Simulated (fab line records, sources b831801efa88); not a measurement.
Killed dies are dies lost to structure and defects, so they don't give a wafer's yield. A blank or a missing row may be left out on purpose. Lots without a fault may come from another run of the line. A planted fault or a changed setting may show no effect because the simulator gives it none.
Problem report in the 8D (eight disciplines) form, filled by code | flow gf180mcu | the parts of the form that need people (team, actions taken, sign-off) are left out

1. THE PROBLEM
cd_nm at GF_V5_CD_MEAS_14 reads a mean of 293.7 nm on 6 wafers of 2 lots; wafers without a fault read 260.0 nm with a standard deviation of 1.2. That is +28 standard deviations from the usual mean.
The step: target cd 260 nm.
First seen on wafer L864.2, day 32 12:01, on cd_sem-01. The record holds 42 wafers of 14 lots with a number at this step. Rule for "out", or "out of limits": more than 4 standard deviations from the usual mean. The other wafers with a number count as sound.

2. WHAT IT IS AND WHAT IT IS NOT
question                    | is                     | is not
which readings at this step | cd_nm                  | -
which lots                  | L864, L865             | L847, L848, L849, L850, L851, L852, L853, L854, L855, L856, L858, L866
which wafers of those lots  | all that have a number | -
read on which gauges        | cd_sem-01              | cd_sem-02
when                        | from day 32 12:01      | up to then (33 sound wafers); but 3 sound wafers of L866 came after

3. SUSPECTS, AND WHAT RULES EACH OUT
Counting: a tool at a process step up to the reading stays a suspect if it ran every lot that is out and no sound lot after the first of them.
- the gauge at GF_V5_CD_MEAS_14: ruled out. All the wafers that are out were read on cd_sem-01, but those of them that GF_V5_EXPOSE_11 has rows for are out there too, on other tools.
- krf_scanner-01 at GF_V5_EXPOSE_11 (exposes mask Via5, target cd 260 nm): kept. It ran every lot that is out, first L864 (day 32 03:24), and no sound lot after that; its last sound lot up to then is L856 (day 30 06:08). Its own readings are out on those wafers: exposure_dose_mJ_cm2.
Left after counting: krf_scanner-01 at GF_V5_EXPOSE_11.

4. THE CAUSE (what the simulator had put in)
Process parameter drift: krf_scanner-01, from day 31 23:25 on, at GF_V5_EXPOSE_11. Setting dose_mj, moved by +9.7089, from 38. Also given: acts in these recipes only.
Counting left only this tool.

5. THE CHAIN OF EFFECTS, in route order
Each row: a reading whose mean over the struck wafers that have a number lies more than 3 standard deviations from the usual. Only readings for which the record gives a usual standard deviation are gone through. hours: the time from each lot's start at the first step in this table that gives one to its start at this step, as a median over the lots. sigmas: the change in usual standard deviations.
hours | step             | reading              | usual    | on struck wafers | change | sigmas
0     | GF_V5_EXPOSE_11  | exposure_dose_mJ_cm2 | 38.86    | 48.58            | +9.72  | +99 or more
8     | GF_V5_CD_MEAS_14 | cd_nm                | 260.0 nm | 293.7            | +33.7  | +28
The process steps in it:
- GF_V5_EXPOSE_11: exposes mask Via5, target cd 260 nm.

6. WHAT WOULD HAVE CAUGHT IT SOONER
In this record the first reading out of limits at a measuring or inspecting step was taken at day 32 12:01, 13 hours after the fault began at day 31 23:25.
The tool's own readings at GF_V5_EXPOSE_11 were out on every struck wafer that the step has a row for (exposure_dose_mJ_cm2): an alarm limit on them would have fired on the first of those.
All the lots that are out (2) had begun GF_V5_EXPOSE_11 on krf_scanner-01 by day 32 12:01. A hold on the tool at that time would have spared none of them.
